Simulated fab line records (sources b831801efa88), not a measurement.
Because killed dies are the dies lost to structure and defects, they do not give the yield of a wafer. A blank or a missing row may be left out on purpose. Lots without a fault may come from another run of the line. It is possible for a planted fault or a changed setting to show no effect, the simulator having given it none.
The tool behind it: which one?    flow sky130    Sampling: 14 lots, 42 wafers, 6 of 708 route steps

WHAT THE GAUGES SHOWED, per wafer
SKY_CONTACT_THK_MEAS_26: measures by xrf. Usual: CONTACT_W_THK 346 nm, standard deviation 6.7.
lot   measured      on             CONTACT_W_THK (nm)  flag
L898  day 31 10:20  film_metro-02  346 343 354         
L899  day 31 20:40  film_metro-02  347 350 344         
L901  day 32 08:32  film_metro-02  357 350 353         
L902  day 32 17:02  film_metro-03  332 342 339         
L903  day 33 07:41  film_metro-01  336 335 331         
L904  day 33 10:26  film_metro-01  340 345 343         
L906  day 33 21:47  film_metro-02  354 344 351         
L907  day 34 14:33  film_metro-02  355 359 347         
L910  day 35 14:20  film_metro-02  353 352 353         
L912  day 36 04:19  film_metro-01  340 343 348         
L913  day 37 22:08  film_metro-03  349 349 352         
L914  day 37 23:55  film_metro-01  344 343 343         
L920  day 38 08:06  film_metro-02  358 358 358         
L921  day 38 17:16  film_metro-02  351 353 354         

SKY_VIA1_CD_MEAS_12: target cd 150 nm. Usual: cd_nm at 149.7 nm, with a standard deviation of 1.8.
lot   measured      on         cd_nm (nm)         flag
L898  day 33 18:07  cd_sem-02  150.6 149.6 149.6  
L899  day 34 03:57  cd_sem-01  150.4 149.5 150.2  
L901  day 34 15:19  cd_sem-01  149.0 148.1 149.0  
L902  day 35 00:15  cd_sem-01  151.2 151.0 151.3  
L903  day 35 14:17  cd_sem-01  145.0 147.8 145.0  
L904  day 35 17:20  cd_sem-02  149.7 150.1 149.1  
L906  day 36 04:47  cd_sem-02  149.7 149.8 149.7  
L907  day 36 21:55  cd_sem-02  150.2 150.8 149.5  
L910  day 37 18:47  cd_sem-01  148.4 149.6 151.0  
L912  day 38 06:28  cd_sem-01  149.4 148.2 147.5  
L913  day 39 22:52  cd_sem-02  150.5 149.0 149.2  
L914  day 40 03:18  cd_sem-02  152.3 151.4 152.0  
L920  day 40 11:39  cd_sem-01  149.6 149.7 149.0  
L921  day 40 19:25  cd_sem-02  149.7 149.1 149.7  

SKY_VIA1_RS_MEAS_22: uses a four-point probe to measure. Usual: VIA1_W_RS 0.425 ohm/sq, standard deviation 0.0045.
lot   measured      on             VIA1_W_RS (ohm/sq)    flag
L898  day 33 19:06  film_metro-01  0.424 0.420 0.433     
L899  day 34 04:59  film_metro-03  0.431 0.432 0.431     
L901  day 34 16:19  film_metro-01  0.422 0.425 0.427     
L902  day 35 01:20  film_metro-03  0.419 0.422 0.420     
L903  day 35 15:25  film_metro-01  0.417 0.415 0.422     
L904  day 35 18:20  film_metro-01  0.427 0.429 0.421     
L906  day 36 05:47  film_metro-03  0.421 0.429 0.427     
L907  day 36 22:55  film_metro-01  0.421 0.422 0.429     
L910  day 37 19:47  film_metro-03  0.422 0.426 0.418     
L912  day 38 07:28  film_metro-03  0.417 0.424 0.419     
L913  day 39 23:52  film_metro-04  58.639 56.478 56.313  OFF
L914  day 40 04:20  film_metro-04  59.769 58.414 59.594  OFF
L920  day 40 12:47  film_metro-03  0.427 0.422 0.426     
L921  day 40 20:26  film_metro-04  0.427 0.431 0.431     

SKY_VIA1_THK_MEAS_23: measures by xrf. Usual: VIA1_W_THK 271 nm, standard deviation 3.5.
lot   measured      on             VIA1_W_THK (nm)  flag
L898  day 33 19:13  film_metro-01  272 275 265      
L899  day 34 05:07  film_metro-03  268 266 266      
L901  day 34 16:25  film_metro-01  275 272 272      
L902  day 35 01:26  film_metro-03  276 273 275      
L903  day 35 15:32  film_metro-01  276 277 273      
L904  day 35 18:26  film_metro-01  270 269 274      
L906  day 36 05:53  film_metro-03  273 267 270      
L907  day 36 23:00  film_metro-01  274 274 268      
L910  day 37 19:53  film_metro-03  276 274 277      
L912  day 38 07:35  film_metro-03  279 272 277      
L913  day 39 23:59  film_metro-04  <0 <0 <0         OFF
L914  day 40 04:26  film_metro-04  <0 <0 <0         OFF
L920  day 40 12:54  film_metro-03  272 275 271      
L921  day 40 20:33  film_metro-04  266 264 265      

WHAT TOOL EACH LOT RAN ON (gives the tool, then ch and the chambers of the sampled wafers, and finally the start)
lot   SKY_VIA1_STRIP_16                     SKY_VIA1_CVD_21
L898  plasma_asher-01 ch 0,1, day 33 18:21  cvd_w-02 ch 0,1, day 33 19:01
L899  plasma_asher-03 ch 0,1, day 34 04:14  cvd_w-01 ch 0,1, day 34 04:53
L901  plasma_asher-03 ch 0,1, day 34 15:33  cvd_w-02 ch 0, day 34 16:12
L902  plasma_asher-03 ch 0,1, day 35 00:29  cvd_w-01 ch 0, day 35 01:10
L903  plasma_asher-03 ch 0,1, day 35 14:33  cvd_w-02 ch 1, day 35 15:14
L904  plasma_asher-03 ch 0,1, day 35 17:35  cvd_w-01 ch 0,1, day 35 18:14
L906  plasma_asher-04 ch 0,1, day 36 05:02  cvd_w-01 ch 0,1, day 36 05:41
L907  plasma_asher-01 ch 0,1, day 36 22:08  cvd_w-01 ch 0,1, day 36 22:47
L910  plasma_asher-04 ch 0,1, day 37 19:01  cvd_w-02 ch 1, day 37 19:40
L912  plasma_asher-03 ch 0,1, day 38 06:43  cvd_w-01 ch 0,1, day 38 07:22
L913  plasma_asher-01 ch 0,1, day 39 23:06  cvd_w-01 ch 0, day 39 23:46
L914  plasma_asher-01 ch 0,1, day 40 03:32  cvd_w-02 ch 0,1, day 40 04:14
L920  plasma_asher-03 ch 0,1, day 40 11:53  cvd_w-01 ch 0,1, day 40 12:41
L921  plasma_asher-01 ch 0,1, day 40 19:39  cvd_w-01 ch 0,1, day 40 20:20
- SKY_VIA1_STRIP_16: strips in O2/N2.
- SKY_VIA1_CVD_21: deposits W, target thk 270 nm, time 80.902 s.

AS READ BY THE TOOLS THEMSELVES (means over the sampled wafers that have a number; for cases with no such wafer, the mark the record gives instead)
SKY_VIA1_STRIP_16. Usual: drypump_motor_current_A 5.4 A, standard deviation 0.35; oes_product_au 0.416 a.u., standard deviation 0.0047; strip_time_to_endpoint_s 4.462 s, standard deviation 0.029.
lot   tool             drypump_motor_current_A (A)  oes_product_au (a.u.)  strip_time_to_endpoint_s (s)  flag
L898  plasma_asher-01  5.3                          0.411                  4.451                         
L899  plasma_asher-03  5.2                          0.416                  4.480                         
L901  plasma_asher-03  5.5                          0.418                  4.453                         
L902  plasma_asher-03  5.5                          0.414                  4.417                         
L903  plasma_asher-03  5.2                          0.417                  4.481                         
L904  plasma_asher-03  5.5                          0.416                  4.452                         
L906  plasma_asher-04  5.5                          0.415                  4.478                         
L907  plasma_asher-01  5.3                          0.416                  4.470                         
L910  plasma_asher-04  5.5                          0.415                  4.459                         
L912  plasma_asher-03  5.2                          0.411                  4.400                         
L913  plasma_asher-01  5.3                          0.416                  4.438                         
L914  plasma_asher-01  5.3                          0.416                  4.462                         
L920  plasma_asher-03  5.2                          0.415                  4.496                         
L921  plasma_asher-01  5.3                          0.414                  4.463                         

SKY_VIA1_CVD_21. Usual: chamber_pressure_Torr 40.01 Torr, standard deviation 0.099; heater_power_outer_w 538 W, standard deviation 32; heater_power_w 851 W, standard deviation 46.
lot   tool      chamber_pressure_Torr (Torr)  heater_power_outer_w (W)  heater_power_w (W)  flag
L898  cvd_w-02  40.06                         581                       929                 
L899  cvd_w-01  39.97                         524                       819                 
L901  cvd_w-02  39.99                         587                       895                 
L902  cvd_w-01  40.05                         505                       801                 
L903  cvd_w-02  40.08                         573                       933                 
L904  cvd_w-01  39.95                         524                       827                 
L906  cvd_w-01  40.05                         532                       819                 
L907  cvd_w-01  40.04                         540                       822                 
L910  cvd_w-02  39.98                         580                       957                 
L912  cvd_w-01  40.00                         515                       832                 
L913  cvd_w-01  -                             -                         -                   OFF
L914  cvd_w-02  -                             -                         -                   OFF
L920  cvd_w-01  39.99                         534                       823                 
L921  cvd_w-01  39.97                         521                       824                 

THE ANSWER, worked out from the rows above alone
Rule: lot off if the mean of its wafers having a number is beyond 3 standard deviations from the usual mean. Also off: a lot with no number at a reading for which 4 or more lots have one. All remaining lots with rows at the step are treated as sound. After the gauges, taken in route order, come the tools' own readings; for these a lot's mean is taken, as printed above. At the first step where some lot is off, the reading lying furthest off is the one used; lots without a number count as furthest.
Off: L913, L914, seen at SKY_VIA1_RS_MEAS_22 (VIA1_W_RS).
If a tool, at a process step before that reading, ran all the lots that are off and no sound lot after the first of them, it fits. The gauges at SKY_VIA1_RS_MEAS_22 aren't tried: what is off there is off at SKY_VIA1_CVD_21 too, on other tools, and a gauge's error can't cause that. Not one of the candidates tried fits.

WHAT WAS PUT IN BY THE SIMULATOR
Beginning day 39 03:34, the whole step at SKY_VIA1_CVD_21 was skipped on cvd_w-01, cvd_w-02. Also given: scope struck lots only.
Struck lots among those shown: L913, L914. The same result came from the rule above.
